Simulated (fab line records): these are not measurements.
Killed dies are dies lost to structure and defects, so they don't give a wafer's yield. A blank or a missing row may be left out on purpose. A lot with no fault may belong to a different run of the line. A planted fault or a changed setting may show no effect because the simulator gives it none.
2 desks, one fault / flow gf180mcu / each desk has only its own numbers; what lay behind them comes last

== DESK OF THE TOOL OWNER: litho track-04 ==
The tool's own readings at GF_STI_PEB_10 (peb time 90 s): means of the sampled wafers that have a number, for each lot that ran on this tool. Marked OUT: a lot whose mean sits more than 4 standard deviations from the usual mean, which makes it out of limits; the brackets give that distance.
Columns: A = exhaust pa at GF_STI_PEB_10, usual 45.2 Pa; B = heater power total W at GF_STI_PEB_10, usual 85.70 W; C = plate temp C at GF_STI_PEB_10, usual 135.01 C
lot=L596; first seen here=day 2 05:52; A=45.2; B=85.69; C=134.96
lot=L599; first seen here=day 3 01:53; A=46.2; B=85.75; C=134.79
lot=L602; first seen here=day 3 11:50; A=45.8; B=84.74 (-12) OUT; C=133.79 (-8.7) OUT
lot=L605; first seen here=day 4 06:14; A=45.8; B=84.83 (-11) OUT; C=133.77 (-8.8) OUT
lot=L617; first seen here=day 6 21:18; A=45.0; B=85.64; C=134.97
Finding of this desk: L602, L605 out of limits; the first was L602 at day 3 11:50, on heater power total W at GF_STI_PEB_10. In limits: L596, L599, L617.

== METROLOGY DESK ==
Means of the sampled wafers that have a number, per lot and without regard to the tool the lot ran on: this is what the gauges read. Marked OUT: a lot whose mean sits more than 4 standard deviations from the usual mean, which makes it out of limits; the brackets give that distance.
Columns: A = cd nm at GF_V1_CD_MEAS_14, usual 260.2 nm; B = M3_ALCU_RS at GF_M3_RS_MEAS_05, usual 0.0696 ohm/sq
lot=L595; first seen here=day 18 11:49; A=261.1; B=0.0700
lot=L596; first seen here=day 18 15:33; A=260.1; B=0.0712
lot=L597; first seen here=day 18 16:43; A=259.9; B=0.0694
lot=L598; first seen here=day 19 00:38; A=261.5; B=0.0694
lot=L599; first seen here=day 19 17:29; A=260.8; B=0.0685
lot=L602; first seen here=day 21 04:04; A=261.0; B=0.0686
lot=L605; first seen here=day 22 09:55; A=262.1; B=0.0695
lot=L608; first seen here=day 22 23:44; A=258.9; B=0.0694
lot=L609; first seen here=day 23 14:47; A=261.8; B=0.0708
lot=L612; first seen here=day 24 12:25; A=259.6; B=0.0699
lot=L611; first seen here=day 24 15:43; A=260.2; B=0.0701
lot=L613; first seen here=day 24 17:16; A=260.6; B=0.0705
lot=L617; first seen here=day 25 23:49; A=259.7; B=0.0684
lot=L618; first seen here=day 25 23:55; A=260.8; B=0.0695
This desk found nothing out of limits on any of the 14 lots.

== BROUGHT TOGETHER ==
On L602, L605, at day 3 11:50, an alarm was possible from the tool owner's desk.
From the metrology desk's view, nothing was out of limits.
The metrology desk holds a record of L602, L605, inside its limits.
Of the lots named, all ran GF_STI_PEB_10 on litho track-04.

== WHAT HAD BEEN PUT IN BY THE SIMULATOR ==
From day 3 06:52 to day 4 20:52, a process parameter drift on litho track-04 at GF_STI_PEB_10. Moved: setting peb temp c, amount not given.
Lots struck among those shown: L602, L605.
Time in hours from fault onset to the first out-of-limits reading at each desk: the tool owner's desk, 5.
